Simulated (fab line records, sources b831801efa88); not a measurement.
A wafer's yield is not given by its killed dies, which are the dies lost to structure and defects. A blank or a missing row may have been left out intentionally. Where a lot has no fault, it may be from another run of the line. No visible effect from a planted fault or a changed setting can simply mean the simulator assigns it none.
fab line records	flow sky130	part 1 of 2: steps 1 to 36 of 45
record: lots: 5	wafers: 15	lastDay: 51
route steps=708 shown LDD_P@260 LDD_HVN@267 LDD_HVP@278 LDD_LDN@289 SPACER@304
lots that met no fault: taken from a fault-free run of the same line
startH: the number of hours between the record's first day and the start of the first shown wafer of the lot	waitH: hours since the lot's step before	" as in the row above	L1.1+2: a row that stands for several wafers	- no value, or no start given	* or withheld: withheld	< > ~ a bound
route shown NAME@n: NAME is a module with steps in the file, n the number in the route of the first one	usual: average and standard deviation across the fault-free wafers	same: alike in all rows	chamber/n: place in a boat	sites: per-site readings	_std_site: the values' standard deviation	_edge_site: outer sites' mean less inner sites'	radiusMm: for every site, how far away it sits from the centre of the wafer	mask NAME#n: copy n	behind: the most recent tool/chamber to have shaped the wafer	hold: cause of the lot's hold/its duration in hours/its outcome	device: the transistor (n, p or np) that didn't switch	end of line: the same wafers' tests at the end of the route	a step without rows: its recipe alone	killed: not the wafer's yield, but the dies lost to structure and defects at the first sort	map: shows each die of a wafer: x if killed, . if not, _ if none is there
set.NAME: the setting as run; set.NAME@STEP: as run at that earlier step	model.NAME: the simulator's own value behind a step, which no gauge read
lots at some steps of the route; a table a step, a row a wafer
services: from which hour (startH, from the record's first day; less than 0 if before it) a tool's chamber was out of use, for how many hours, and why
== steps ==
step: SKY_LDD_P_PEB_05
recipe: tempC: withheld	timeS: *	resist: NOVOLAK
lot.wafer	tool	chamber	startH	waitH
L076.2+4+6	lithoTrack-04	0	-	-
L079.1+3+4	lithoTrack-04	0	-	-
L085.2+5+6	lithoTrack-02	0	-	-
L091.1+4+5	lithoTrack-04	0	-	-
L095.2+3+6	lithoTrack-01	0	-	-
step: SKY_LDD_P_DEVELOP_06
recipe: resist: NOVOLAK	developer: TMAH	developTimeS: 62.21	devTempC: 23
lot.wafer	tool	chamber	startH	waitH
L076.2+4+6	lithoTrack-04	0	471.29	0.1
L079.1+3+4	lithoTrack-04	0	495.92	0.1
L085.2+5+6	lithoTrack-02	0	557.14	0.1
L091.1+4+5	lithoTrack-04	0	599.36	0.1
L095.2+3+6	lithoTrack-01	0	636.12	0.1
step: SKY_LDD_P_CD_MEAS_07
recipe: targetCdNm: 380
usual: cdNm: 379.1/2.2
lot.wafer	tool	chamber	startH	waitH	cdNm
L076.2	cdSem-02	-	471.44	0.1	376.3
L076.4	"	-	"	"	379.0
L076.6	"	-	"	"	378.1
L079.1	cdSem-02	-	496.07	0.1	379.0
L079.3	"	-	"	"	377.0
L079.4	"	-	"	"	379.3
L085.2	cdSem-01	-	557.28	0.1	377.8
L085.5	"	-	"	"	376.8
L085.6	"	-	"	"	376.2
L091.1	cdSem-01	-	599.51	0.1	378.0
L091.4	"	-	"	"	379.2
L091.5	"	-	"	"	375.9
L095.2	cdSem-01	-	636.26	0.1	377.2
L095.3	"	-	"	"	377.3
L095.6	"	-	"	"	377.7
step: SKY_LDD_P_OVL_MEAS_08
usual: LDD_P_OVL: -0.8/1.2
lot.wafer	tool	chamber	startH	waitH	LDD_P_OVL[nm]
L076.2	overlay-01	-	471.54	0.1	-0.9
L076.4	"	-	"	"	1.5
L076.6	"	-	"	"	0.7
L079.1	overlay-01	-	496.19	0.1	-2.4
L079.3	"	-	"	"	-1.5
L079.4	"	-	"	"	-2.4
L085.2	overlay-01	-	557.39	0.1	-0.6
L085.5	"	-	"	"	0.7
L085.6	"	-	"	"	-0.6
L091.1	overlay-02	-	599.63	0.1	-0.9
L091.4	"	-	"	"	-0.2
L091.5	"	-	"	"	-0.3
L095.2	overlay-01	-	636.37	0.1	-1.2
L095.3	"	-	"	"	0.1
L095.6	"	-	"	"	0.6
step: SKY_LDD_P_IMPLANT_09
recipe: species: BF2	energyKev: 25	doseCm2: 1e+13	tiltDeg: withheld
usual: beamEnergyKeV: 25.001/0.0084
lot.wafer	tool	chamber	startH	waitH	beamEnergyKeV
L076.2	implanter-01	0	471.60	0.0	25.010
L076.4	"	0	"	"	25.006
L076.6	"	0	"	"	25.007
L079.1	implanter-02	0	496.22	0.0	24.995
L079.3	"	0	"	"	24.995
L079.4	"	0	"	"	24.983
L085.2	implanter-02	0	557.44	0.0	24.999
L085.5	"	0	"	"	25.002
L085.6	"	0	"	"	24.997
L091.1	implanter-04	0	599.67	0.0	24.990
L091.4	"	0	"	"	24.972
L091.5	"	0	"	"	24.978
L095.2	implanter-02	0	636.42	0.0	25.001
L095.3	"	0	"	"	25.007
L095.6	"	0	"	"	24.997
step: SKY_LDD_P_STRIP_10
recipe: chemistry: O2/N2	powerW: 1400	pressureMtorr: 1500	platenTempC: withheld	o2FlowSccm: 3000	n2FlowSccm: 300	overashFraction: 0.5
usual: drypumpMotorCurrentA: 5.69/0.23	oesProductAu: 0.715/0.005	stripTimeToEndpointS: 14.18/0.037
same: overashFraction: 0.5
lot.wafer	tool	chamber	startH	waitH	drypumpMotorCurrentA	oesProductAu	rfHoursCounterH	stripTimeToEndpointS
L076.2	plasmaAsher-04	0	471.72	0.1	6.02	0.716	37	14.13
L076.4	"	0	"	"	6.03	0.711	-	14.12
L076.6	"	1	"	"	5.77	0.718	-	14.09
L079.1	plasmaAsher-01	1	496.37	0.1	5.74	0.704	83	14.18
L079.3	"	1	"	"	5.69	0.714	-	14.20
L079.4	"	0	"	"	5.57	0.717	-	14.18
L085.2	plasmaAsher-01	0	557.57	0.1	5.56	0.721	89	14.20
L085.5	"	0	"	"	5.56	0.710	-	14.17
L085.6	"	1	"	"	5.76	0.705	-	14.17
L091.1	plasmaAsher-03	0	599.82	0.1	5.81	0.717	18	14.20
L091.4	"	0	"	"	5.81	0.715	-	14.18
L091.5	"	0	"	"	5.81	0.715	-	14.24
L095.2	plasmaAsher-04	1	636.55	0.1	5.78	0.717	51	14.18
L095.3	"	1	"	"	5.76	0.718	-	14.21
L095.6	"	0	"	"	6.02	0.720	-	14.23
step: SKY_LDD_P_TW_MEAS_11
usual: LDD_P_TW: 637/8.9
lot.wafer	tool	chamber	startH	waitH	LDD_P_TW
L076.2	filmMetro-02	-	471.83	0.1	653
L076.4	"	-	"	"	648
L076.6	"	-	"	"	652
L079.1	filmMetro-01	-	496.47	0.1	629
L079.3	"	-	"	"	631
L079.4	"	-	"	"	631
L085.2	filmMetro-01	-	557.68	0.1	633
L085.5	"	-	"	"	635
L085.6	"	-	"	"	633
L091.1	filmMetro-02	-	599.92	0.1	648
L091.4	"	-	"	"	652
L091.5	"	-	"	"	651
L095.2	filmMetro-02	-	636.66	0.1	649
L095.3	"	-	"	"	651
L095.6	"	-	"	"	651
step: SKY_LDD_HVN_DEHYDRATE_00
recipe: tempC: 200	timeS: 60
lot.wafer	tool	chamber	startH	waitH
L076.2+4+6	lithoTrack-01	0	486.77	14.9
L079.1+3+4	lithoTrack-03	0	512.21	15.7
L085.2+5+6	lithoTrack-04	0	573.14	15.5
L091.1+4+5	lithoTrack-01	0	615.14	15.2
L095.2+3+6	lithoTrack-04	0	650.64	14.0
step: SKY_LDD_HVN_HMDS_01
recipe: primeTimeS: 60	primeTempC: 120
same: primeTimeS: 60
lot.wafer	tool	chamber	startH	waitH
L076.2+4+6	lithoTrack-01	0	486.92	0.1
L079.1+3+4	lithoTrack-03	0	512.36	0.1
L085.2+5+6	lithoTrack-04	0	573.29	0.1
L091.1+4+5	lithoTrack-01	0	615.29	0.1
L095.2+3+6	lithoTrack-04	0	650.79	0.1
step: SKY_LDD_HVN_COAT_02
recipe: resist: NOVOLAK	spinRpm: 3000	resistThkNm: 300
lot.wafer	tool	chamber	startH	waitH
L076.2+4+6	lithoTrack-01	0	487.07	0.1
L079.1+3+4	lithoTrack-03	0	512.51	0.1
L085.2+5+6	lithoTrack-04	0	573.44	0.1
L091.1+4+5	lithoTrack-01	0	615.44	0.1
L095.2+3+6	lithoTrack-04	0	650.94	0.1
step: SKY_LDD_HVN_SOFTBAKE_03
recipe: tempC: 90	timeS: 60	resist: NOVOLAK
lot.wafer	tool	chamber	startH	waitH
L076.2+4+6	lithoTrack-01	0	487.22	0.1
L079.1+3+4	lithoTrack-03	0	512.66	0.1
L085.2+5+6	lithoTrack-04	0	573.59	0.1
L091.1+4+5	lithoTrack-01	0	615.59	0.1
L095.2+3+6	lithoTrack-04	0	651.09	0.1
step: SKY_LDD_HVN_EXPOSE_04
recipe: maskId: HVNTM	na: 0.6	sourceShape: conventional	sigmaOuter: 0.6	polarization: unpolarized	targetCdNm: 700	doseMj: 127
lot.wafer	tool	chamber	startH	waitH	mask
L076.2+4+6	ilineStepper-01	0	-	-	HVNTM#0
L079.1+3+4	ilineStepper-02	0	-	-	HVNTM#0
L085.2+5+6	ilineStepper-02	0	-	-	HVNTM#0
L091.1+4+5	ilineStepper-01	0	-	-	HVNTM#0
L095.2+3+6	ilineStepper-01	0	-	-	HVNTM#0
step: SKY_LDD_HVN_PEB_05
recipe: tempC: withheld	timeS: *	resist: NOVOLAK
lot.wafer	tool	chamber	startH	waitH
L076.2+4+6	lithoTrack-03	0	-	-
L079.1+3+4	lithoTrack-01	0	-	-
L085.2+5+6	lithoTrack-01	0	-	-
L091.1+4+5	lithoTrack-03	0	-	-
L095.2+3+6	lithoTrack-04	0	-	-
step: SKY_LDD_HVN_DEVELOP_06
recipe: resist: NOVOLAK	developer: TMAH	developTimeS: 60	devTempC: 23
lot.wafer	tool	chamber	startH	waitH
L076.2+4+6	lithoTrack-03	0	502.88	0.1
L079.1+3+4	lithoTrack-01	0	527.24	0.1
L085.2+5+6	lithoTrack-01	0	587.92	0.1
L091.1+4+5	lithoTrack-03	0	630.11	0.1
L095.2+3+6	lithoTrack-04	0	665.39	0.1
step: SKY_LDD_HVN_OVL_MEAS_07
usual: LDD_HVN_OVL: 0.8/1.4
lot.wafer	tool	chamber	startH	waitH	LDD_HVN_OVL[nm]
L076.2	overlay-02	-	503.01	0.1	2.3
L076.4	"	-	"	"	1.4
L076.6	"	-	"	"	1.4
L079.1	overlay-01	-	527.39	0.1	-0.6
L079.3	"	-	"	"	-0.7
L079.4	"	-	"	"	1.0
L085.2	overlay-01	-	588.05	0.1	2.1
L085.5	"	-	"	"	1.6
L085.6	"	-	"	"	2.5
L091.1	overlay-02	-	630.26	0.1	1.0
L091.4	"	-	"	"	0.1
L091.5	"	-	"	"	1.8
L095.2	overlay-01	-	665.52	0.1	2.1
L095.3	"	-	"	"	1.4
L095.6	"	-	"	"	2.5
step: SKY_LDD_HVN_IMPLANT_08
recipe: species: P	energyKev: 60	doseCm2: 3e+13	tiltDeg: 40
usual: beamEnergyKeV: 60.002/0.017
lot.wafer	tool	chamber	startH	waitH	beamEnergyKeV
L076.2	implanter-04	0	503.07	0.0	59.994
L076.4	"	0	"	"	59.998
L076.6	"	0	"	"	59.981
L079.1	implanter-03	0	527.43	0.0	60.005
L079.3	"	0	"	"	59.961
L079.4	"	0	"	"	59.988
L085.2	implanter-01	0	588.10	0.0	60.009
L085.5	"	0	"	"	60.004
L085.6	"	0	"	"	60.001
L091.1	implanter-03	0	630.29	0.0	60.007
L091.4	"	0	"	"	59.998
L091.5	"	0	"	"	59.992
L095.2	implanter-01	0	665.58	0.0	60.005
L095.3	"	0	"	"	59.993
L095.6	"	0	"	"	59.999
step: SKY_LDD_HVN_STRIP_09
recipe: chemistry: O2/N2	powerW: 1400	pressureMtorr: 1500	platenTempC: withheld	o2FlowSccm: 3000	n2FlowSccm: 300	overashFraction: 0.5
usual: drypumpMotorCurrentA: 5.80/0.15	oesProductAu: 0.408/0.005	stripTimeToEndpointS: 4.137/0.016
same: overashFraction: 0.5
lot.wafer	tool	chamber	startH	waitH	drypumpMotorCurrentA	oesProductAu	rfHoursCounterH	stripTimeToEndpointS
L076.2	plasmaAsher-01	1	503.19	0.1	5.75	0.412	83	4.141
L076.4	"	0	"	"	5.58	0.413	-	4.158
L076.6	"	0	"	"	5.57	0.408	-	4.159
L079.1	plasmaAsher-04	0	527.58	0.1	6.00	0.409	40	4.154
L079.3	"	0	"	"	6.02	0.411	-	4.155
L079.4	"	1	"	"	5.77	0.410	-	4.165
L085.2	plasmaAsher-02	1	588.23	0.1	5.76	0.413	77	4.124
L085.5	"	1	"	"	5.73	0.405	-	4.128
L085.6	"	0	"	"	5.99	0.408	-	4.113
L091.1	plasmaAsher-02	0	630.44	0.1	5.92	0.418	82	4.143
L091.4	"	0	"	"	5.93	0.403	-	4.119
L091.5	"	0	"	"	5.94	0.410	-	4.133
L095.2	plasmaAsher-02	1	665.70	0.1	5.71	0.406	85	4.115
L095.3	"	1	"	"	5.71	0.399	-	4.139
L095.6	"	0	"	"	5.94	0.406	-	4.136
step: SKY_LDD_HVN_TW_MEAS_10
usual: LDD_HVN_TW: 1439/19
lot.wafer	tool	chamber	startH	waitH	LDD_HVN_TW
L076.2	filmMetro-02	-	503.30	0.1	1455
L076.4	"	-	"	"	1454
L076.6	"	-	"	"	1454
L079.1	filmMetro-04	-	527.68	0.1	1439
L079.3	"	-	"	"	1436
L079.4	"	-	"	"	1435
L085.2	filmMetro-02	-	588.34	0.1	1473
L085.5	"	-	"	"	1472
L085.6	"	-	"	"	1467
L091.1	filmMetro-01	-	630.54	0.1	1424
L091.4	"	-	"	"	1423
L091.5	"	-	"	"	1425
L095.2	filmMetro-01	-	665.81	0.1	1407
L095.3	"	-	"	"	1407
L095.6	"	-	"	"	1410
step: SKY_LDD_HVP_DEHYDRATE_00
recipe: tempC: 200	timeS: 60
lot.wafer	tool	chamber	startH	waitH
L076.2+4+6	lithoTrack-02	0	518.24	14.9
L079.1+3+4	lithoTrack-03	0	543.31	15.6
L085.2+5+6	lithoTrack-04	0	603.59	15.2
L091.1+4+5	lithoTrack-04	0	645.31	14.8
L095.2+3+6	lithoTrack-03	0	679.68	13.9
step: SKY_LDD_HVP_HMDS_01
recipe: primeTimeS: 60	primeTempC: 120
same: primeTimeS: 60
lot.wafer	tool	chamber	startH	waitH
L076.2+4+6	lithoTrack-02	0	518.39	0.1
L079.1+3+4	lithoTrack-03	0	543.46	0.1
L085.2+5+6	lithoTrack-04	0	603.74	0.1
L091.1+4+5	lithoTrack-04	0	645.46	0.1
L095.2+3+6	lithoTrack-03	0	679.83	0.1
step: SKY_LDD_HVP_COAT_02
recipe: resist: NOVOLAK	spinRpm: 3000	resistThkNm: 300
lot.wafer	tool	chamber	startH	waitH
L076.2+4+6	lithoTrack-02	0	518.54	0.1
L079.1+3+4	lithoTrack-03	0	543.61	0.1
L085.2+5+6	lithoTrack-04	0	603.89	0.1
L091.1+4+5	lithoTrack-04	0	645.61	0.1
L095.2+3+6	lithoTrack-03	0	679.98	0.1
step: SKY_LDD_HVP_SOFTBAKE_03
recipe: tempC: 90	timeS: 60	resist: NOVOLAK
lot.wafer	tool	chamber	startH	waitH
L076.2+4+6	lithoTrack-02	0	518.69	0.1
L079.1+3+4	lithoTrack-03	0	543.76	0.1
L085.2+5+6	lithoTrack-04	0	604.04	0.1
L091.1+4+5	lithoTrack-04	0	645.76	0.1
L095.2+3+6	lithoTrack-03	0	680.13	0.1
step: SKY_LDD_HVP_EXPOSE_04
recipe: maskId: HVPTM	na: 0.6	sourceShape: conventional	sigmaOuter: 0.6	polarization: unpolarized	targetCdNm: 700	doseMj: 86
lot.wafer	tool	chamber	startH	waitH	mask
L076.2+4+6	ilineStepper-02	0	-	-	HVPTM#0
L079.1+3+4	ilineStepper-01	0	-	-	HVPTM#0
L085.2+5+6	ilineStepper-01	0	-	-	HVPTM#0
L091.1+4+5	ilineStepper-02	0	-	-	HVPTM#0
L095.2+3+6	ilineStepper-01	0	-	-	HVPTM#0
step: SKY_LDD_HVP_PEB_05
recipe: tempC: withheld	timeS: *	resist: NOVOLAK
lot.wafer	tool	chamber	startH	waitH
L076.2+4+6	lithoTrack-04	0	-	-
L079.1+3+4	lithoTrack-04	0	-	-
L085.2+5+6	lithoTrack-04	0	-	-
L091.1+4+5	lithoTrack-04	0	-	-
L095.2+3+6	lithoTrack-03	0	-	-
step: SKY_LDD_HVP_DEVELOP_06
recipe: resist: NOVOLAK	developer: TMAH	developTimeS: 60	devTempC: 23.36
lot.wafer	tool	chamber	startH	waitH
L076.2+4+6	lithoTrack-04	0	533.34	0.1
L079.1+3+4	lithoTrack-04	0	557.66	0.1
L085.2+5+6	lithoTrack-04	0	618.64	0.1
L091.1+4+5	lithoTrack-04	0	659.31	0.1
L095.2+3+6	lithoTrack-03	0	694.18	0.1
step: SKY_LDD_HVP_OVL_MEAS_07
usual: LDD_HVP_OVL: 0.4/1.4
lot.wafer	tool	chamber	startH	waitH	LDD_HVP_OVL[nm]
L076.2	overlay-02	-	533.47	0.1	-0.1
L076.4	"	-	"	"	-1.3
L076.6	"	-	"	"	0.0
L079.1	overlay-01	-	557.81	0.1	1.1
L079.3	"	-	"	"	-0.2
L079.4	"	-	"	"	0.5
L085.2	overlay-01	-	618.77	0.1	-1.2
L085.5	"	-	"	"	-2.4
L085.6	"	-	"	"	-1.3
L091.1	overlay-01	-	659.46	0.1	1.2
L091.4	"	-	"	"	1.6
L091.5	"	-	"	"	0.4
L095.2	overlay-01	-	694.31	0.1	0.1
L095.3	"	-	"	"	1.8
L095.6	"	-	"	"	1.9
step: SKY_LDD_HVP_IMPLANT_08
recipe: species: B	energyKev: 20	doseCm2: 1.7e+13	tiltDeg: 17.9
usual: beamEnergyKeV: 20.001/0.0067
lot.wafer	tool	chamber	startH	waitH	beamEnergyKeV
L076.2	implanter-02	0	533.53	0.0	19.996
L076.4	"	0	"	"	19.992
L076.6	"	0	"	"	19.999
L079.1	implanter-04	0	557.85	0.0	20.001
L079.3	"	0	"	"	20.003
L079.4	"	0	"	"	20.003
L085.2	implanter-04	0	618.83	0.0	20.007
L085.5	"	0	"	"	20.010
L085.6	"	0	"	"	20.008
L091.1	implanter-04	0	659.50	0.0	19.996
L091.4	"	0	"	"	19.989
L091.5	"	0	"	"	19.996
L095.2	implanter-02	0	694.37	0.0	19.999
L095.3	"	0	"	"	20.011
L095.6	"	0	"	"	19.992
step: SKY_LDD_HVP_STRIP_09
recipe: chemistry: O2/N2	powerW: 1400	pressureMtorr: 1500	platenTempC: withheld	o2FlowSccm: 3000	n2FlowSccm: 300	overashFraction: 0.5
usual: drypumpMotorCurrentA: 5.67/0.25	oesProductAu: 0.408/0.0043	stripTimeToEndpointS: 4.138/0.017
same: overashFraction: 0.5
lot.wafer	tool	chamber	startH	waitH	drypumpMotorCurrentA	oesProductAu	rfHoursCounterH	stripTimeToEndpointS
L076.2	plasmaAsher-02	0	533.65	0.1	5.98	0.407	72	4.122
L076.4	"	1	"	"	5.77	0.407	-	4.104
L076.6	"	1	"	"	5.73	0.410	-	4.125
L079.1	plasmaAsher-03	1	558.00	0.1	5.22	0.415	14	4.155
L079.3	"	0	"	"	5.84	0.408	-	4.117
L079.4	"	1	"	"	5.22	0.409	-	4.125
L085.2	plasmaAsher-02	0	618.95	0.1	5.98	0.402	80	4.144
L085.5	"	1	"	"	5.74	0.409	-	4.142
L085.6	"	0	"	"	6.02	0.401	-	4.153
L091.1	plasmaAsher-03	0	659.65	0.1	5.84	0.404	24	4.123
L091.4	"	0	"	"	5.84	0.412	-	4.108
L091.5	"	1	"	"	5.23	0.410	-	4.127
L095.2	plasmaAsher-01	0	694.49	0.1	5.57	0.409	101	4.114
L095.3	"	0	"	"	5.57	0.404	-	4.127
L095.6	"	1	"	"	5.74	0.407	-	4.130
step: SKY_LDD_HVP_TW_MEAS_10
usual: LDD_HVP_TW: 453/3.9
lot.wafer	tool	chamber	startH	waitH	LDD_HVP_TW
L076.2	filmMetro-04	-	533.76	0.1	461
L076.4	"	-	"	"	456
L076.6	"	-	"	"	457
L079.1	filmMetro-01	-	558.10	0.1	456
L079.3	"	-	"	"	452
L079.4	"	-	"	"	453
L085.2	filmMetro-01	-	619.06	0.1	454
L085.5	"	-	"	"	452
L085.6	"	-	"	"	453
L091.1	filmMetro-03	-	659.75	0.1	455
L091.4	"	-	"	"	455
L091.5	"	-	"	"	453
L095.2	filmMetro-03	-	694.60	0.1	450
L095.3	"	-	"	"	448
L095.6	"	-	"	"	446
step: SKY_LDD_LDN_DEHYDRATE_00
recipe: tempC: 200	timeS: 60
lot.wafer	tool	chamber	startH	waitH
L076.2+4+6	lithoTrack-01	0	549.22	15.4
L079.1+3+4	lithoTrack-01	0	573.54	15.4
L085.2+5+6	lithoTrack-02	0	633.04	14.0
L091.1+4+5	lithoTrack-02	0	674.71	15.0
L095.2+3+6	lithoTrack-01	0	709.17	14.6
step: SKY_LDD_LDN_HMDS_01
recipe: primeTimeS: 60	primeTempC: 120
same: primeTimeS: 60
lot.wafer	tool	chamber	startH	waitH
L076.2+4+6	lithoTrack-01	0	549.37	0.1
L079.1+3+4	lithoTrack-01	0	573.69	0.1
L085.2+5+6	lithoTrack-02	0	633.19	0.1
L091.1+4+5	lithoTrack-02	0	674.86	0.1
L095.2+3+6	lithoTrack-01	0	709.32	0.1
step: SKY_LDD_LDN_COAT_02
recipe: resist: NOVOLAK	spinRpm: 3000	resistThkNm: 1140
lot.wafer	tool	chamber	startH	waitH
L076.2+4+6	lithoTrack-01	0	549.52	0.1
L079.1+3+4	lithoTrack-01	0	573.84	0.1
L085.2+5+6	lithoTrack-02	0	633.34	0.1
L091.1+4+5	lithoTrack-02	0	675.01	0.1
L095.2+3+6	lithoTrack-01	0	709.47	0.1
step: SKY_LDD_LDN_SOFTBAKE_03
recipe: tempC: 90	timeS: 60	resist: NOVOLAK
lot.wafer	tool	chamber	startH	waitH
L076.2+4+6	lithoTrack-01	0	549.67	0.1
L079.1+3+4	lithoTrack-01	0	573.99	0.1
L085.2+5+6	lithoTrack-02	0	633.49	0.1
L091.1+4+5	lithoTrack-02	0	675.16	0.1
L095.2+3+6	lithoTrack-01	0	709.62	0.1
step: SKY_LDD_LDN_EXPOSE_04
recipe: maskId: LDNTM	na: 0.6	sourceShape: conventional	sigmaOuter: 0.6	polarization: unpolarized	targetCdNm: 700	doseMj: 140
lot.wafer	tool	chamber	startH	waitH	mask
L076.2+4+6	ilineStepper-02	0	-	-	LDNTM#0
L079.1+3+4	ilineStepper-02	0	-	-	LDNTM#0
L085.2+5+6	ilineStepper-01	0	-	-	LDNTM#0
L091.1+4+5	ilineStepper-02	0	-	-	LDNTM#0
L095.2+3+6	ilineStepper-01	0	-	-	LDNTM#0
step: SKY_LDD_LDN_PEB_05
recipe: tempC: withheld	timeS: *	resist: NOVOLAK
lot.wafer	tool	chamber	startH	waitH
L076.2+4+6	lithoTrack-03	0	-	-
L079.1+3+4	lithoTrack-01	0	-	-
L085.2+5+6	lithoTrack-03	0	-	-
L091.1+4+5	lithoTrack-02	0	-	-
L095.2+3+6	lithoTrack-03	0	-	-
step: SKY_LDD_LDN_DEVELOP_06
recipe: resist: NOVOLAK	developer: TMAH	developTimeS: 60	devTempC: 23
lot.wafer	tool	chamber	startH	waitH
L076.2+4+6	lithoTrack-03	0	564.23	0.1
L079.1+3+4	lithoTrack-01	0	588.19	0.1
L085.2+5+6	lithoTrack-03	0	648.78	0.1
L091.1+4+5	lithoTrack-02	0	688.46	0.1
L095.2+3+6	lithoTrack-03	0	722.78	0.1
